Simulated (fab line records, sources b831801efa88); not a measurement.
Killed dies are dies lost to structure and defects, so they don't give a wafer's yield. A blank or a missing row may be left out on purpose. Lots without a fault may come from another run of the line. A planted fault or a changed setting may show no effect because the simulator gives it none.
Chamber matching | flow sfq_line | SFQ_TRILAYER_I3_VIA_ETCH_VIA_ETCH_088 on rie_diel-02: 4 sister chambers
The step etches SiO2 in CHF3, stops on Nb, target depth 260 nm. 8 wafers are shown with their chamber, then 9 later ones without.

WAFERS WITH THEIR CHAMBER
wafer  | chamber | drypump_motor_current_A (A) | oes_product_au (a.u.)
L453.1 | 1       | 5.0                         | 0.847
L453.6 | 1       | 5.0                         | 0.861
L454.1 | 3       | 6.3                         | 0.842
L454.2 | 0       | 6.1                         | 0.860
L454.5 | 2       | 6.4                         | 0.857
L455.2 | 0       | 6.0                         | 0.853
L455.5 | 2       | 6.4                         | 0.852
L455.6 | 3       | 6.3                         | 0.854

WAFERS WITHOUT THEIR CHAMBER
wafer  | drypump_motor_current_A (A) | oes_product_au (a.u.)
L456.1 | 6.3                         | 0.859
L456.4 | 6.4                         | 0.842
L456.5 | 6.3                         | 0.857
L457.2 | 5.0                         | 0.849
L457.4 | 6.3                         | 0.850
L457.6 | 6.3                         | 0.853
L458.1 | 6.3                         | 0.861
L458.5 | 6.4                         | 0.858
L458.6 | 6.3                         | 0.852

WHICH CHAMBER EACH WENT THROUGH
wafer  | from the rows above     | in truth
L456.1 | can't be placed: 3 or 2 | 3
L456.4 | can't be placed: 2 or 3 | 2
L456.5 | can't be placed: 3 or 2 | 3
L457.2 | 1                       | 1
L457.4 | 3                       | 3
L457.6 | 3                       | 3
L458.1 | can't be placed: 3 or 2 | 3
L458.5 | 2                       | 2
L458.6 | 3                       | 3
Placed correctly: 5 of 9. Can't be placed from these rows: 4 (the true chamber is among the candidates in 4). Placed wrongly: 0.
How it was worked out, from the rows above alone: a wafer's distance from a chamber is the root of the sum, over the readings, of the square of ((its reading less the chamber's mean) divided by the reading's scatter). The wafer belongs to the nearest chamber; if the next one is less than 2 further off, it can't be placed. A chamber's mean is the mean of its shown wafers. The scatter: the root of (the sum of the squares of (reading less its chamber's mean) over the shown wafers, divided by (wafers less chambers)).
